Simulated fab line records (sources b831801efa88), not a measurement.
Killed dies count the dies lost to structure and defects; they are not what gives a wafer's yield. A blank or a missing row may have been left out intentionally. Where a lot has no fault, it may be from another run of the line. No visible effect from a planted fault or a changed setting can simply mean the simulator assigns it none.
A struck lot beside a sound one + flow sky130 + 16 steps out of a route of 708
Sound: wafers L684.3, L684.4, L684.5. Wafers L698.2, L698.5 were the ones struck. The cause is named last.
Per side, at each step with rows, come the tool, then ch with its chambers, and then its first start. Under that, the readings that differ: sound wafers + struck wafers + difference of the means + sigmas: that difference in standard deviations of wafers without a fault.
alike: words and numbers the same on both sides, and readings whose means are apart by under 2 such deviations; not compared: readings that were withheld, readings missing a value for some wafer, numbers with overlapping values and no deviation given by the record, and bounds like >300 which may hide the same value.
A row with sigmas, a row that says differs or no value, or rows on one side alone: a step with any of these is where the two part. When numbers do not overlap yet have no deviation, they are printed without sigmas and do not part them. A reading that every wafer of one side lacks parts them only if that side has two wafers or more.

SKY_VIA1_CMP_02: polishes SiO2.
  sound on cmp-02 ch 0,2,3, day 34 23:03; struck on cmp-01 ch 3, day 39 01:20
  alike: headPressurePsi, motorCurrentA
SKY_VIA1_BOW_MEAS_03:
  sound on filmMetro-01, day 34 23:20; struck on filmMetro-03, day 39 01:40
| reading       | sound    | struck | difference | sigmas |
|---------------|----------|--------|------------|--------|
| VIA1_BOW (um) | 91 84 80 | 68 70  | -16        | -2     |
then, 8 steps without rows for these wafers: SKY_VIA1_DEHYDRATE_04 (time 60 s); SKY_VIA1_HMDS_05 (prime time 60 s); SKY_VIA1_COAT_06 (resist thk 60 nm); SKY_VIA1_COAT_07 (resist thk 450 nm); SKY_VIA1_SOFTBAKE_08 (time 90 s); SKY_VIA1_EXPOSE_09 (exposes mask VIM, target cd 150 nm); SKY_VIA1_PEB_10; SKY_VIA1_DEVELOP_11 (develop time 60 s).
SKY_VIA1_CD_MEAS_12 targets a cd of 150 nm.
  sound on cdSem-01, day 36 01:51; struck on cdSem-02, day 40 02:38
  alike: cdNm
SKY_VIA1_OVL_MEAS_13:
  sound on overlay-01, day 36 01:56; struck on overlay-01, day 40 02:44
  alike: VIA1_OVL
SKY_VIA1_ETCH_14: etches BARC in N2/H2, stops on SiO2, time 45.9 s, target depth 60 nm.
  sound on rieDiel-03 ch 1,2,3, day 36 01:58; struck on rieDiel-03 ch 0, day 40 02:46
| reading                                    | sound             | struck      | difference | sigmas |
|--------------------------------------------|-------------------|-------------|------------|--------|
| oesProductAu (a.u.)                        | 0.854 0.858 0.854 | 1.004 1.000 | +0.147     | +29    |
| runLengthS (s)                             | 74.0 73.5 74.8    | 62.1 62.4   | -11.8      | -30    |
| model.KrF-thick_of_VIA1_COAT_07.thkNm (nm) | 389.2 391.2 393.3 | 406.6 406.8 | +15.5      |        |
| model.etch.depthNm (nm)                    | 60.09 60.13 59.9  | 57.6 57.38  | -2.5       |        |
| model.VIA1.cdNm (nm)                       | 152.2 149.3 150.7 | 146.6 146.4 | -4.2       |        |
  alike: drypumpMotorCurrentA, throttleValvePct
  not compared: rfHoursCounterH
SKY_VIA1_ETCH_15: etches SiO2 in C4F8/O2/Ar, stops on TiN, target depth 351 nm, time 54 s.
  sound on rieDiel-03 ch 1,2,3, day 36 02:00; struck on rieDiel-03 ch 0, day 40 02:49
| reading                                    | sound             | struck      | difference | sigmas |
|--------------------------------------------|-------------------|-------------|------------|--------|
| oesProductAu (a.u.)                        | 0.985 0.987 0.981 | 0.970 0.965 | -0.017     | -3     |
| model.KrF-thick_of_VIA1_COAT_07.thkNm (nm) | 316.9 319.8 323.6 | 335.6 336.7 | +16.0      |        |
  alike: runLengthS
  not compared: rfHoursCounterH
SKY_VIA1_STRIP_16: strips in O2/N2.
  sound on plasmaAsher-02 ch 0,1, day 36 02:05; struck on plasmaAsher-02 ch 1, day 40 02:51
| reading                  | sound             | struck      | difference | sigmas |
|--------------------------|-------------------|-------------|------------|--------|
| o2FlowSccm (sccm)        | 3006 3008 3000    | 2980 2983   | -23        | -3     |
| oesProductAu (a.u.)      | 0.412 0.413 0.416 | 0.426 0.421 | +0.010     | +2     |
| stripTimeToEndpointS (s) | 4.395 4.437 4.461 | 4.589 4.615 | +0.171     | +7     |
  alike: drypumpMotorCurrentA
  not compared: rfHoursCounterH
then, 1 step without rows for these wafers: SKY_VIA1_STRIP_17 (strips in post etch residue remover, time 1200 s).

WHERE THEY PART
Earliest at SKY_VIA1_BOW_MEAS_03; latest, in this record, at SKY_VIA1_STRIP_16.

WHY: whatever the simulator had introduced
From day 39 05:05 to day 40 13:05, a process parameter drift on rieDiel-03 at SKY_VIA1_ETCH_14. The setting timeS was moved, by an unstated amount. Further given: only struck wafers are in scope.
